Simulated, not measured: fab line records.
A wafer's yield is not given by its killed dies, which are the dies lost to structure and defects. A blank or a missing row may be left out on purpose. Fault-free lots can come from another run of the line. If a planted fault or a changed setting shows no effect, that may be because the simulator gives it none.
Split-lot trial + flow sky130 + route with 708 steps; 5 lots, 23 wafers read

## SPLIT DETAILS
At SKY_POLY_CUT_COAT_02 (resist thk 60 nm), the setting resist_thk_nm was moved away from the recipe's 60 nm on 5 of the 23 wafers read, by -3.7% to -3.7%. All remaining wafers had this setting at the recipe value.

## FROM THE SPLIT TO THE READING: what the file shows between them, 2 steps
- SKY_POLY_CUT_COAT_03: resist thk 450 nm
- SKY_POLY_CUT_SOFTBAKE_04: time 90 s

## THE READING
oes_product_au, in a.u., at SKY_POLY_CUT_ETCH_10 (etches BARC in N2/H2, stops on SiO2, time 45.9 s, target depth 60 nm). Typical for fault-free wafers on this fab line: 0.854 a.u., with standard deviation 0.0047 a.u.

| wafer  | tool, chamber at the split | resist_thk_nm as run, nm | against the recipe | oes_product_au, a.u. | against lot-mates on the recipe |
|--------|----------------------------|--------------------------|--------------------|----------------------|---------------------------------|
| L074.1 | litho_track-03, 0          | 60                       | recipe             | 0.845                | -                               |
| L074.2 | litho_track-03, 0          | 60                       | recipe             | 0.852                | -                               |
| L074.4 | litho_track-03, 0          | 60                       | recipe             | 0.846                | -                               |
| L074.5 | litho_track-03, 0          | 60                       | recipe             | 0.853                | -                               |
| L074.6 | litho_track-03, 0          | 60                       | recipe             | 0.845                | -                               |
| L078.1 | litho_track-04, 0          | 57.78                    | -3.7%              | 0.835                | -0.018                          |
| L078.2 | litho_track-04, 0          | 60                       | recipe             | 0.852                | -                               |
| L078.3 | litho_track-04, 0          | 57.78                    | -3.7%              | 0.836                | -0.017                          |
| L078.5 | litho_track-04, 0          | 57.78                    | -3.7%              | 0.839                | -0.014                          |
| L078.6 | litho_track-04, 0          | 60                       | recipe             | 0.854                | -                               |
| L080.1 | litho_track-04, 0          | 60                       | recipe             | 0.853                | -                               |
| L080.3 | litho_track-04, 0          | 60                       | recipe             | 0.853                | -                               |
| L080.6 | litho_track-04, 0          | 60                       | recipe             | 0.850                | -                               |
| L082.1 | litho_track-03, 0          | 57.76                    | -3.7%              | 0.836                | -0.018                          |
| L082.3 | litho_track-03, 0          | 57.76                    | -3.7%              | 0.833                | -0.021                          |
| L082.4 | litho_track-03, 0          | 60                       | recipe             | 0.848                | -                               |
| L082.5 | litho_track-03, 0          | 60                       | recipe             | 0.862                | -                               |
| L082.6 | litho_track-03, 0          | 60                       | recipe             | 0.851                | -                               |
| L085.1 | litho_track-04, 0          | 60                       | recipe             | 0.853                | -                               |
| L085.2 | litho_track-04, 0          | 60                       | recipe             | 0.855                | -                               |
| L085.4 | litho_track-04, 0          | 60                       | recipe             | 0.848                | -                               |
| L085.5 | litho_track-04, 0          | 60                       | recipe             | 0.854                | -                               |
| L085.6 | litho_track-04, 0          | 60                       | recipe             | 0.855                | -                               |

THE FIT
A straight line over all 23 wafers: oes_product_au changes by +0.00426 a.u. for each +1% of resist_thk_nm; r = +0.87; the points scatter about the line by 0.0039 a.u.
The same after taking each lot's own level away (the mean of its wafers on the recipe; 23 wafers): +0.00471 a.u. for each +1%; r = +0.91; scatter 0.0033 a.u.
The reading moves by 0.018 a.u. for the largest change in resist_thk_nm, on that fit.
The lots' own levels span 0.8482 to 0.8537 a.u., that is 1.2 times the standard deviation above.
Hence the lot-to-lot level has little effect on the slope; both slopes agree.
Check: -0.0175 a.u. against its lot-mates is what the line predicts for one of the wafers moved furthest among these (-3.7%) when that wafer is left out of the fit. Against them it came out at -0.0177 a.u.

## THESE WAFERS: OTHER SPLITS
These wafers also went through other splits before the reading. Each is held against what the fit with the lots' levels taken away leaves over:
| other split on the same wafers  | wafers away from the commonest value | r with oes_product_au (lot level and that fit taken away) |
|---------------------------------|--------------------------------------|-----------------------------------------------------------|
| SKY_LDD_LDN_IMPLANT_08 dose_cm2 | 7                                    | -0.47                                                     |

## FILE'S OWN FIT
oes_product_au changes by +0.00472 a.u. for each +1% of resist_thk_nm, r = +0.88.
